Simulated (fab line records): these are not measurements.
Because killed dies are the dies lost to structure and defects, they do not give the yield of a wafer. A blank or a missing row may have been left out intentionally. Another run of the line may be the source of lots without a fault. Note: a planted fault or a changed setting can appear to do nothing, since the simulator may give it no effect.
fab line records	flow sky130
[record] lots = 7	wafers = 21	last_day = 50
route steps=708 shown CAPM@538 PAD_OPEN@708
lots untouched by any fault: they come from a run of this same line in which no faults occurred
start_h: hours from the record's opening day to when the first of the lot's shown wafers began	wait_h: hours since the lot's step before	" identical to the entry in the row above	L1.1+2: a row that stands for several wafers	- value missing, or start not given	* or withheld: withheld	< > ~ a bound
route shown NAME@n: a module of which the file shows steps, and the number in the route of the first	usual: mean and standard deviation over wafers with no fault	same: alike in all rows	chamber/n: place in a boat	sites: each site's reading	_std_site: the standard deviation of these	_edge_site: inner sites' mean taken away from outer sites' mean	radius_mm: how far each site lies from the wafer's centre	mask NAME#n: copy n	behind: the most recent tool/chamber to have shaped the wafer	hold: why the lot was held/for how many hours/how that ended	device: the n, p or np transistor that did not switch	end of line: the route-end tests of the same wafers	a step given without rows: its recipe and nothing more	killed: at the first sort, the dies lost to defects and structure; wafer yield is something else	map: a wafer's dies, x killed, . not, _ none there
set.NAME: the run value of the setting; set.NAME@STEP: its run value at that earlier step	model.NAME: the simulator's own value behind a step, which no gauge read
certain route steps with their lots: each step a table, each wafer a row
services: when a tool's chamber went out of use (start_h, in hours from the record's first day, below 0 if earlier), for how many hours, and the reason
[[steps]]
[step SKY_CAPM_THK_MEAS_01]
[recipe] reads = SiO2_of_CAPM_CVD_00
[usual] CAPM_CVD_00_THK = 15.46/0.22
lot.wafer	tool	chamber	start_h	wait_h	CAPM_CVD_00_THK[nm]
L245.1	film_metro-01	-	888.06	-	15.25
L245.4	"	-	"	"	15.57
L245.6	"	-	"	"	15.52
L250.4	film_metro-02	-	931.71	-	15.75
L250.5	"	-	"	"	15.58
L250.6	"	-	"	"	15.68
L251.1	film_metro-01	-	935.12	-	15.28
L251.2	"	-	"	"	15.30
L251.4	"	-	"	"	15.51
L252.1	film_metro-01	-	942.22	-	15.42
L252.4	"	-	"	"	15.54
L252.6	"	-	"	"	15.37
L253.1	film_metro-01	-	948.96	-	15.18
L253.4	"	-	"	"	15.46
L253.5	"	-	"	"	15.39
L258.1	film_metro-02	-	974.30	-	15.69
L258.2	"	-	"	"	15.60
L258.6	"	-	"	"	15.78
L261.1	film_metro-04	-	1020.60	-	15.21
L261.2	"	-	"	"	15.32
L261.4	"	-	"	"	15.57
[step SKY_CAPM_SPUTTER_02]
[recipe] material = TiN	target_thk_nm = 200	temp_c = 300	power_w = 6500	time_s = 166.7	chamber_pressure_pa = 0.4
[usual] throttle_valve_pct = 29.9/0.52
[same] time_s = 166.7
lot.wafer	tool	chamber	start_h	wait_h	throttle_valve_pct
L245.1	pvd_sputter-04	-	888.12	0.1	30.3
L245.4	"	-	"	"	29.7
L245.6	"	-	"	"	30.4
L250.4	pvd_sputter-04	-	931.74	0.0	29.9
L250.5	"	-	"	"	30.5
L250.6	"	-	"	"	29.7
L251.1	pvd_sputter-01	-	935.18	0.1	30.3
L251.2	"	-	"	"	29.9
L251.4	"	-	"	"	29.6
L252.1	pvd_sputter-04	-	942.28	0.1	30.4
L252.4	"	-	"	"	30.2
L252.6	"	-	"	"	30.5
L253.1	pvd_sputter-01	-	949.02	0.1	30.1
L253.4	"	-	"	"	29.7
L253.5	"	-	"	"	29.6
L258.1	pvd_sputter-01	-	974.36	0.1	29.7
L258.2	"	-	"	"	28.9
L258.6	"	-	"	"	29.9
L261.1	pvd_sputter-04	-	1020.66	0.1	29.9
L261.2	"	-	"	"	30.2
L261.4	"	-	"	"	30.5
[step SKY_CAPM_RS_MEAS_03]
[recipe] thk_meas_gauge = four-point-probe	reads = TiN_of_CAPM_SPUTTER_02
[usual] CAPM_TIN_RS = 6.91/0.076
lot.wafer	tool	chamber	start_h	wait_h	CAPM_TIN_RS[ohm/sq]
L245.1	film_metro-04	-	888.23	0.1	6.88
L245.4	"	-	"	"	6.77
L245.6	"	-	"	"	6.82
L250.4	film_metro-01	-	931.91	0.1	6.86
L250.5	"	-	"	"	6.81
L250.6	"	-	"	"	6.84
L251.1	film_metro-01	-	935.29	0.1	7.06
L251.2	"	-	"	"	7.05
L251.4	"	-	"	"	7.11
L252.1	film_metro-02	-	942.39	0.1	7.02
L252.4	"	-	"	"	6.86
L252.6	"	-	"	"	6.87
L253.1	film_metro-02	-	949.13	0.1	7.03
L253.4	"	-	"	"	7.01
L253.5	"	-	"	"	6.98
L258.1	film_metro-04	-	974.47	0.1	6.98
L258.2	"	-	"	"	7.03
L258.6	"	-	"	"	6.95
L261.1	film_metro-02	-	1020.78	0.1	6.86
L261.2	"	-	"	"	6.88
L261.4	"	-	"	"	6.85
[step SKY_CAPM_THK_MEAS_04]
[recipe] thk_meas_gauge = xrf	reads = TiN_of_CAPM_SPUTTER_02
[usual] CAPM_TIN_THK = 197.9/2.3
lot.wafer	tool	chamber	start_h	wait_h	CAPM_TIN_THK[nm]
L245.1	film_metro-04	-	888.35	0.1	197.5
L245.4	"	-	"	"	201.4
L245.6	"	-	"	"	198.6
L250.4	film_metro-01	-	932.00	0.1	199.9
L250.5	"	-	"	"	200.4
L250.6	"	-	"	"	199.5
L251.1	film_metro-01	-	935.41	0.1	192.9
L251.2	"	-	"	"	192.4
L251.4	"	-	"	"	192.3
L252.1	film_metro-02	-	942.51	0.1	196.0
L252.4	"	-	"	"	199.3
L252.6	"	-	"	"	199.2
L253.1	film_metro-02	-	949.25	0.1	195.1
L253.4	"	-	"	"	195.9
L253.5	"	-	"	"	196.2
L258.1	film_metro-04	-	974.59	0.1	195.1
L258.2	"	-	"	"	194.8
L258.6	"	-	"	"	196.5
L261.1	film_metro-02	-	1020.90	0.1	199.0
L261.2	"	-	"	"	199.9
L261.4	"	-	"	"	200.5
[step SKY_CAPM_DEHYDRATE_05]
[recipe] temp_c = 200	time_s = 60
[step SKY_CAPM_HMDS_06]
[recipe] prime_time_s = 60	prime_temp_c = 120
[step SKY_CAPM_COAT_07]
[recipe] resist = NOVOLAK	spin_rpm = 3000	resist_thk_nm = 1140
[step SKY_CAPM_SOFTBAKE_08]
[recipe] temp_c = 90	time_s = 60	resist = NOVOLAK
[step SKY_CAPM_EXPOSE_09]
[recipe] mask_id = CAPM	na = 0.6	source_shape = conventional	sigma_outer = 0.6	polarization = unpolarized	target_cd_nm = 1000	dose_mj = 159
[step SKY_CAPM_PEB_10]
[recipe] temp_c = withheld	time_s = *	resist = NOVOLAK
[step SKY_CAPM_DEVELOP_11]
[recipe] resist = NOVOLAK	developer = TMAH	develop_time_s = 60	dev_temp_c = 23
[step SKY_CAPM_OVL_MEAS_12]
[usual] CAPM_OVL = 0.7/1.3
lot.wafer	tool	chamber	start_h	wait_h	CAPM_OVL[nm]
L245.1	overlay-02	-	913.26	0.1	0.9
L245.4	"	-	"	"	2.1
L245.6	"	-	"	"	1.5
L250.4	overlay-01	-	956.38	0.1	0.4
L250.5	"	-	"	"	-0.3
L250.6	"	-	"	"	0.0
L251.1	overlay-02	-	959.52	0.1	1.4
L251.2	"	-	"	"	2.6
L251.4	"	-	"	"	1.5
L252.1	overlay-01	-	966.24	0.1	2.6
L252.4	"	-	"	"	4.9
L252.6	"	-	"	"	1.3
L253.1	overlay-01	-	973.41	0.1	0.0
L253.4	"	-	"	"	-1.6
L253.5	"	-	"	"	-2.5
L258.1	overlay-01	-	997.27	0.1	1.8
L258.2	"	-	"	"	2.0
L258.6	"	-	"	"	2.2
L261.1	overlay-01	-	1043.87	0.1	0.5
L261.2	"	-	"	"	0.8
L261.4	"	-	"	"	-0.6
[step SKY_CAPM_METAL_ETCH_13]
[recipe] target_depth_nm = 220	stop_on = SiO2	chemistry = Cl2/BCl3	target = TiN	pressure_mtorr = 10	icp_w = 900	bias_w = 48.5	Cl2_flow_sccm = 60	bcl3_flow_sccm = 30	time_s = 62.9
[usual] bcl3_flow_sccm = 30.01/0.094	bias_w = 48.53/0.15	drypump_motor_current_A = 5.77/0.28	oes_product_au = 0.941/0.0074	throttle_valve_pct = 21.903/0.0095	time_s = 62.9/0
lot.wafer	tool	chamber	start_h	wait_h	bcl3_flow_sccm	bias_w	drypump_motor_current_A	oes_product_au	rf_hours_counter_h	throttle_valve_pct	time_s	model.NOVOLAK_of_CAPM_COAT_07.thk_nm
L245.1	rie_metal-02	0	913.30	0.0	30.03	48.27	6.24	0.937	2	21.906	62.9	997.2
L245.4	"	0	"	"	30.00	48.48	6.22	0.942	-	21.889	62.9	998.4
L245.6	"	0	"	"	29.87	48.58	6.25	0.946	-	21.909	62.9	998.2
L250.4	rie_metal-03	1	956.42	0.0	-	-	-	-	-	-	-	1148
L250.5	"	1	"	"	-	-	-	-	-	-	-	1148
L250.6	"	0	"	"	-	-	-	-	-	-	-	1148
L251.1	rie_metal-03	0	959.56	0.0	-	-	-	-	-	-	-	1145
L251.2	"	1	"	"	-	-	-	-	-	-	-	1138
L251.4	"	0	"	"	-	-	-	-	-	-	-	1141
L252.1	rie_metal-02	1	966.28	0.0	-	-	-	-	-	-	-	1139
L252.4	"	0	"	"	-	-	-	-	-	-	-	1139
L252.6	"	0	"	"	-	-	-	-	-	-	-	1139
L253.1	rie_metal-01	1	973.45	0.0	30.01	48.52	5.67	0.929	17	21.905	62.9	991.4
L253.4	"	0	"	"	29.84	48.32	5.47	0.933	-	21.906	62.9	993.2
L253.5	"	0	"	"	29.94	48.67	5.49	0.935	-	21.898	62.9	991.6
L258.1	rie_metal-02	1	997.31	0.0	30.13	48.44	5.49	0.934	4	21.909	62.9	990.3
L258.2	"	0	"	"	29.99	48.54	6.21	0.931	6	21.889	62.9	995.7
L258.6	"	0	"	"	30.02	48.31	6.22	0.932	-	21.880	62.9	992.8
L261.1	rie_metal-03	1	1043.91	0.0	29.96	48.36	5.85	0.944	21	21.906	62.9	992.1
L261.2	"	0	"	"	30.06	48.75	5.80	0.940	12	21.892	62.9	991.4
L261.4	"	1	"	"	29.86	48.60	5.85	0.944	-	21.888	62.9	990.9
[step SKY_CAPM_STRIP_14]
[recipe] chemistry = O2/N2	power_w = 1400	pressure_mtorr = 1500	platen_temp_c = withheld	o2_flow_sccm = 3000	n2_flow_sccm = 300	overash_fraction = 0.5
[usual] drypump_motor_current_A = 5.84/0.26	oes_product_au = 0.711/0.0049	strip_time_to_endpoint_s = 12.67/0.054
lot.wafer	tool	chamber	start_h	wait_h	drypump_motor_current_A	oes_product_au	rf_hours_counter_h	strip_time_to_endpoint_s
L245.1	plasma_asher-02	0	913.45	0.1	5.68	0.715	17	12.69
L245.4	"	1	"	"	5.91	0.709	-	12.71
L245.6	"	0	"	"	5.66	0.698	-	12.71
L250.4	plasma_asher-02	0	956.51	0.1	5.71	0.717	-	14.27
L250.5	"	1	"	"	5.89	0.724	-	14.28
L250.6	"	0	"	"	5.70	0.721	-	14.29
L251.1	plasma_asher-03	1	959.64	0.1	6.23	0.714	119	14.24
L251.2	"	0	"	"	5.63	0.716	119	14.16
L251.4	"	1	"	"	6.28	0.712	-	14.19
L252.1	plasma_asher-02	0	966.36	0.1	5.70	0.716	22	14.15
L252.4	"	1	"	"	5.89	0.718	-	14.16
L252.6	"	1	"	"	5.88	0.715	-	14.16
L253.1	plasma_asher-01	0	973.53	0.1	5.61	0.707	50	12.62
L253.4	"	0	"	"	5.62	0.714	-	12.64
L253.5	"	0	"	"	5.61	0.713	-	12.62
L258.1	plasma_asher-03	0	997.39	0.1	5.61	0.714	123	12.61
L258.2	"	1	"	"	6.27	0.715	123	12.69
L258.6	"	0	"	"	5.59	0.713	-	12.65
L261.1	plasma_asher-03	0	1043.99	0.1	5.59	0.712	127	12.65
L261.2	"	1	"	"	6.25	0.711	127	12.63
L261.4	"	0	"	"	5.63	0.708	-	12.63
[step SKY_CAPM_STRIP_15]
[recipe] chemistry = post_etch_residue_remover	time_s = 1200	temp_c = 72.5
[step SKY_PAD_OPEN_PROBE_99]
[usual] defect_limited_yield = 82.5/2.1	killed_at_M0_to_M3 = 43/7.7	killed_at_M4_up = 2.9/1.9	killed_at_contacts = 24/5.9	killed_at_front_end = 16/5.1	killed_at_other = 0.3/0.63	killed_dies = 86/10	killed_on_rim = 16/3.6	killed_open = 47/7.6	killed_short = 39/6.8	sort_bin_3_pad_short = 0.8/0.44	sort_bin_5_function = 10.4/1.6	sort_bin_6_memory = 6.3/1.1	sort_n_pass = 406/10	sort_yield_pct = 82.5/2.1
[same] gross_dies = 492	killed_at_back_side = 0	sort_bin_4_leakage[%] = 0	sort_bin_8_speed[%] = 0
lot.wafer	tool	chamber	start_h	wait_h	hold	defect_limited_yield[%]	killed_at_M0_to_M3	killed_at_M4_up	killed_at_contacts	killed_at_front_end	killed_at_other	killed_dies	killed_on_rim	killed_open	killed_short	sort_bin_3_pad_short[%]	sort_bin_5_function[%]	sort_bin_6_memory[%]	sort_n_pass	sort_yield_pct[%]
L245.1	prober-01	-	1103.80	0.1	-	79.7	43	10	22	24	1	100	20	57	42	0.8	12.4	7.1	392	79.7
L245.4	prober-01	-	1103.95	0.2	-	81.3	45	3	25	19	0	92	19	50	42	1.0	11.2	6.5	400	81.3
L245.6	prober-01	-	1104.05	0.2	-	79.3	55	2	30	15	0	102	16	50	52	1.4	11.6	7.7	390	79.3
L250.4	prober-02	-	1142.18	0.2	await_dispo/2.8h/scrap	0	47	3	25	8	409	492	96	51	33	1.4	93.7	4.9	0	0
L250.5	prober-02	-	1142.23	0.2	await_dispo/2.8h/scrap	0	47	2	27	16	400	492	96	58	35	1.4	92.1	6.5	0	0
L250.6	prober-02	-	1142.28	0.2	await_dispo/2.8h/scrap	0	50	3	29	11	399	492	96	59	34	0.4	91.9	7.7	0	0
L251.1	prober-01	-	1145.66	0.1	await_dispo/2.9h/scrap	0	46	2	17	23	404	492	96	59	31	0.6	93.3	6.1	0	0
L251.2	prober-01	-	1145.71	0.1	await_dispo/2.9h/scrap	0	42	5	25	18	402	492	96	46	43	0.8	93.9	5.3	0	0
L251.4	prober-01	-	1145.81	0.2	await_dispo/2.9h/scrap	0	45	4	24	18	401	492	96	50	41	0.4	91.9	7.7	0	0
L252.1	prober-02	-	1147.76	0.1	await_dispo/7.8h/scrap	0	49	1	22	11	409	492	96	44	39	1.2	93.1	5.7	0	0
L252.4	prober-02	-	1147.91	0.2	await_dispo/7.8h/scrap	0	41	0	26	17	408	492	96	41	44	2.2	93.3	4.5	0	0
L252.6	prober-02	-	1148.01	0.2	await_dispo/7.8h/scrap	0	43	5	25	15	404	492	96	58	31	1.0	92.1	6.9	0	0
L253.1	prober-01	-	1155.04	0.1	-	85.2	34	3	23	13	0	73	13	29	44	0.6	9.1	5.1	419	85.2
L253.4	prober-01	-	1155.19	0.2	-	83.7	37	0	22	21	0	80	20	40	40	0.8	9.3	6.1	412	83.7
L253.5	prober-01	-	1155.24	0.2	-	82.5	43	3	29	11	0	86	18	52	34	0.4	11.6	5.5	406	82.5
L258.1	prober-02	-	1171.03	0.1	-	83.1	38	5	16	24	0	83	19	43	39	0	10.4	6.5	409	83.1
L258.2	prober-02	-	1171.08	0.1	-	81.5	48	2	30	11	0	91	12	54	36	0.4	11.8	6.3	401	81.5
L258.6	prober-02	-	1171.28	0.2	-	81.1	48	5	20	20	0	93	23	54	38	0.4	12.6	5.9	399	81.1
L261.1	prober-02	-	1203.06	0.1	-	81.9	42	2	30	15	0	89	19	47	42	0	11.8	6.3	403	81.9
L261.2	prober-02	-	1203.11	0.1	-	82.3	48	7	15	15	2	87	15	42	45	1.0	11.4	5.3	405	82.3
L261.4	prober-02	-	1203.21	0.2	-	85.0	34	3	26	11	0	74	11	39	35	0.6	8.9	5.5	418	85.0
// killed by level:class
L245.1 CONTACT:geometric_particle:open=12 VIA1:geometric_particle:open=10 METAL2:geometric_particle:short=10 LI_CONTACT:geometric_particle:open=7 FIELD_ISO:geometric_particle:open=6 VIA1:geometric_particle:short=6 METAL4:geometric_particle:short=6 VIA2:geometric_particle:open=5
L245.4 VIA1:geometric_particle:open=13 CONTACT:geometric_particle:open=10 METAL1:geometric_particle:short=6 VIA2:geometric_particle:open=6 LI_CONTACT:geometric_particle:open=5 FIELD_ISO:geometric_particle:short=4 SPACER:geometric_particle:open=4 LI_CONTACT:geometric_particle:short=4
L245.6 LI_CONTACT:geometric_particle:open=12 VIA3:geometric_particle:open=10 CONTACT:geometric_particle:open=9 POLY_GATE:geometric_particle:short=8 METAL1:geometric_particle:short=8 METAL2:geometric_particle:short=8 VIA2:geometric_particle:open=8 VIA2:geometric_particle:short=8
L250.4 CAPM:area_etch=408 VIA1:geometric_particle:open=17 CONTACT:geometric_particle:open=10 METAL2:geometric_particle:short=9 LI_CONTACT:geometric_particle:open=6 VIA3:geometric_particle:open=6 LI_CONTACT:geometric_particle:short=5 METAL1:geometric_particle:short=4
L250.5 CAPM:area_etch=399 VIA1:geometric_particle:open=16 CONTACT:geometric_particle:open=11 VIA2:geometric_particle:open=8 METAL1:geometric_particle:short=7 FIELD_ISO:geometric_particle:open=6 POLY_GATE:geometric_particle:open=6 CONTACT:geometric_particle:short=6
L250.6 CAPM:area_etch=399 VIA1:geometric_particle:open=15 CONTACT:geometric_particle:open=13 VIA2:geometric_particle:open=10 VIA1:geometric_particle:short=7 POLY_GATE:geometric_particle:open=6 LI_CONTACT:geometric_particle:open=5 VIA3:geometric_particle:short=5
L251.1 CAPM:area_etch=401 VIA2:geometric_particle:open=13 VIA3:geometric_particle:open=10 FIELD_ISO:geometric_particle:open=9 VIA1:geometric_particle:open=9 CONTACT:geometric_particle:open=5 LOCAL_INTERCONNECT:geometric_particle:short=4 FIELD_ISO:geometric_particle:short=3
L251.2 CAPM:area_etch=402 LI_CONTACT:geometric_particle:open=9 METAL2:geometric_particle:short=8 VIA3:geometric_particle:open=8 CONTACT:geometric_particle:open=6 POLY_GATE:geometric_particle:short=6 VIA1:geometric_particle:open=6 CONTACT:geometric_particle:short=5
L251.4 CAPM:area_etch=400 VIA2:geometric_particle:open=13 LI_CONTACT:geometric_particle:open=9 FIELD_ISO:geometric_particle:short=7 METAL1:geometric_particle:short=7 VIA1:geometric_particle:open=7 CONTACT:geometric_particle:open=6 VIA3:geometric_particle:open=5
L252.1 CAPM:area_etch=409 VIA1:geometric_particle:open=8 LI_CONTACT:geometric_particle:open=8 VIA3:geometric_particle:open=8 VIA1:geometric_particle:short=7 METAL1:geometric_particle:short=7 VIA2:geometric_particle:open=7 FIELD_ISO:geometric_particle:short=6
L252.4 CAPM:area_etch=407 METAL2:geometric_particle:short=8 VIA3:geometric_particle:open=7 VIA1:geometric_particle:open=7 LI_CONTACT:geometric_particle:open=6 CONTACT:geometric_particle:open=6 VIA1:geometric_particle:short=6 CONTACT:geometric_particle:short=5
L252.6 CAPM:area_etch=403 VIA1:geometric_particle:open=14 LI_CONTACT:geometric_particle:open=10 FIELD_ISO:geometric_particle:open=7 CONTACT:geometric_particle:open=7 VIA2:geometric_particle:open=6 CONTACT:geometric_particle:short=5 METAL1:geometric_particle:short=5
L253.1 LOCAL_INTERCONNECT:geometric_particle:short=7 VIA1:geometric_particle:open=7 METAL1:geometric_particle:short=6 LI_CONTACT:geometric_particle:open=5 CONTACT:geometric_particle:short=5 CONTACT:geometric_particle:open=4 VIA3:geometric_particle:short=4 VIA1:geometric_particle:short=4
L253.4 FIELD_ISO:geometric_particle:short=10 VIA3:geometric_particle:open=9 LI_CONTACT:geometric_particle:open=7 VIA1:geometric_particle:open=7 LOCAL_INTERCONNECT:geometric_particle:short=6 CONTACT:geometric_particle:open=6 VIA2:geometric_particle:open=5 POLY_GATE:geometric_particle:short=3
L253.5 LI_CONTACT:geometric_particle:open=9 VIA1:geometric_particle:open=8 CONTACT:geometric_particle:open=8 VIA3:geometric_particle:open=8 VIA2:geometric_particle:open=6 METAL1:geometric_particle:short=5 FIELD_ISO:geometric_particle:open=4 LOCAL_INTERCONNECT:geometric_particle:open=4
L258.1 VIA1:geometric_particle:open=8 FIELD_ISO:geometric_particle:short=7 FIELD_ISO:geometric_particle:open=5 LI_CONTACT:geometric_particle:open=5 VIA3:geometric_particle:open=5 METAL2:geometric_particle:short=5 VIA3:geometric_particle:short=4 CONTACT:geometric_particle:open=4
L258.2 VIA1:geometric_particle:open=15 VIA2:geometric_particle:open=9 CONTACT:geometric_particle:open=8 LI_CONTACT:geometric_particle:open=8 METAL1:geometric_particle:short=7 LOCAL_INTERCONNECT:geometric_particle:short=6 VIA2:geometric_particle:short=5 FIELD_ISO:geometric_particle:open=4
L258.6 VIA2:geometric_particle:open=13 CONTACT:geometric_particle:open=8 VIA1:geometric_particle:open=8 FIELD_ISO:geometric_particle:open=7 METAL2:geometric_particle:short=7 LI_CONTACT:geometric_particle:open=5 VIA2:geometric_particle:short=5 METAL4:geometric_particle:short=4
L261.1 CONTACT:geometric_particle:open=18 METAL2:geometric_particle:short=8 VIA2:geometric_particle:open=8 VIA1:geometric_particle:short=5 POLY_GATE:geometric_particle:open=4 LI_CONTACT:geometric_particle:short=4 VIA1:geometric_particle:open=4 METAL1:geometric_particle:short=4
L261.2 VIA1:geometric_particle:open=12 VIA1:geometric_particle:short=9 VIA2:geometric_particle:open=8 METAL4:geometric_particle:short=7 POLY_GATE:geometric_particle:short=5 LI_CONTACT:geometric_particle:open=5 VIA3:geometric_particle:open=5 VIA3:geometric_particle:short=5
L261.4 CONTACT:geometric_particle:open=10 METAL2:geometric_particle:short=7 LI_CONTACT:geometric_particle:short=6 VIA1:geometric_particle:open=6 VIA3:geometric_particle:open=6 POLY_GATE:geometric_particle:short=4 LI_CONTACT:geometric_particle:open=4 METAL1:geometric_particle:short=4
// map L250.4 (x killed, . not)
__________xxxxxxxxxx_________
________xxxxxxxxxxxxxx_______
______xxxxxxxxxxxxxxxxxx_____
_____xxxxxxxxxxxxxxxxxxxx____
____xxxxxxxxxxxxxxxxxxxxxx___
___xxxxxxxxxxxxxxxxxxxxxxxx__
__xxxxxxxxxxxxxxxxxxxxxxxxxx_
_xxxxxxxxxxxxxxxxxxxxxxxxxxxx
_xxxxxxxxxxxxxxxxxxxxxxxxxxxx
_xxxxxxxxxxxxxxxxxxxxxxxxxxxx
_xxxxxxxxxxxxxxxxxxxxxxxxxxxx
_xxxxxxxxxxxxxxxxxxxxxxxxxxxx
_xxxxxxxxxxxxxxxxxxxxxxxxxxxx
_xxxxxxxxxxxxxxxxxxxxxxxxxxxx
_xxxxxxxxxxxxxxxxxxxxxxxxxxxx
__xxxxxxxxxxxxxxxxxxxxxxxxxx_
___xxxxxxxxxxxxxxxxxxxxxxxx__
____xxxxxxxxxxxxxxxxxxxxxx___
_____xxxxxxxxxxxxxxxxxxxx____
______xxxxxxxxxxxxxxxxxx_____
________xxxxxxxxxxxxxx_______
__________xxxxxxxxxx_________
// map L251.1 (x killed, . not)
__________xxxxxxxxxx_________
________xxxxxxxxxxxxxx_______
______xxxxxxxxxxxxxxxxxx_____
_____xxxxxxxxxxxxxxxxxxxx____
____xxxxxxxxxxxxxxxxxxxxxx___
___xxxxxxxxxxxxxxxxxxxxxxxx__
__xxxxxxxxxxxxxxxxxxxxxxxxxx_
_xxxxxxxxxxxxxxxxxxxxxxxxxxxx
_xxxxxxxxxxxxxxxxxxxxxxxxxxxx
_xxxxxxxxxxxxxxxxxxxxxxxxxxxx
_xxxxxxxxxxxxxxxxxxxxxxxxxxxx
_xxxxxxxxxxxxxxxxxxxxxxxxxxxx
_xxxxxxxxxxxxxxxxxxxxxxxxxxxx
_xxxxxxxxxxxxxxxxxxxxxxxxxxxx
_xxxxxxxxxxxxxxxxxxxxxxxxxxxx
__xxxxxxxxxxxxxxxxxxxxxxxxxx_
___xxxxxxxxxxxxxxxxxxxxxxxx__
____xxxxxxxxxxxxxxxxxxxxxx___
_____xxxxxxxxxxxxxxxxxxxx____
______xxxxxxxxxxxxxxxxxx_____
________xxxxxxxxxxxxxx_______
__________xxxxxxxxxx_________
[[services]]
tool	chamber	start_h	hours	kind
plasma_asher-01	-	868.92	4.0	repair
pvd_sputter-01	-	871.75	0.5	repair
plasma_asher-01	-	873.64	1.2	repair
plasma_asher-02	-	882.94	11.7	repair
rie_metal-03	0	890.16	8.6	repair
plasma_asher-02	-	892.36	1.6	repair
plasma_asher-01	-	901.61	2.8	pm
rie_metal-02	1	911.93	-	clean
rie_metal-02	1	911.93	15.1	scheduled_down
rie_metal-02	1	911.93	15.1	vent_cycle
pvd_sputter-01	-	916.74	1.0	repair
pvd_sputter-04	1	942.39	-	consumable_replace:kit
pvd_sputter-04	1	942.39	18.0	scheduled_down
pvd_sputter-04	1	942.39	18.0	vent_cycle
rie_metal-03	-	950.52	5.0	repair
pvd_sputter-04	-	953.86	1.9	repair
plasma_asher-01	-	959.48	1.9	repair
pvd_sputter-01	-	967.71	0.5	repair
rie_metal-01	1	981.71	21.0	repair
pvd_sputter-01	-	1003.53	1.0	repair
pvd_sputter-04	-	1006.84	6.4	repair
plasma_asher-03	-	1026.14	1.6	repair
plasma_asher-03	-	1027.72	2.8	pm
[[key]]
[first_sign] step = SKY_CAPM_METAL_ETCH_13	reading = tool_record	direction = missing
[effect] step = SKY_CAPM_STRIP_14	reading = strip_time_to_endpoint_s	direction = up	sigmas = 28	usual = *	struck = *
[effect] step = SKY_PAD_OPEN_PROBE_99	reading = killed_at_other	direction = up	sigmas = 99+	usual = 0.3	struck = 404
[model_effect] step = SKY_CAPM_METAL_ETCH_13	value = NOVOLAK_of_CAPM_COAT_07.thk_nm	without = 996.7	struck = 1143
[more_kills_born_at] SKY_CAPM_METAL_ETCH_13@rie_metal-03 = 2409	SKY_CAPM_METAL_ETCH_13@rie_metal-02 = 1219
met_at SKY_CAPM_METAL_ETCH_13
struck_wafers L250.4,L250.5,L250.6,L251.1,L251.2,L251.4,L252.1,L252.4,L252.6
later_rows_left_out L250.4,L250.5,L250.6,L251.1,L251.2,L251.4,L252.1,L252.4,L252.6
onset_between 913.30 956.42
[fault] kind = skipped_step_whole	tool = rie_metal-02,rie_metal-03	chamber = -	onset_h = 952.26	steps = SKY_CAPM_METAL_ETCH_13	scope = struck_lots_only
// later_rows_left_out: the simulator's readings of these wafers behind a module that went badly wrong aren't trusted and aren't shown, but for the sort
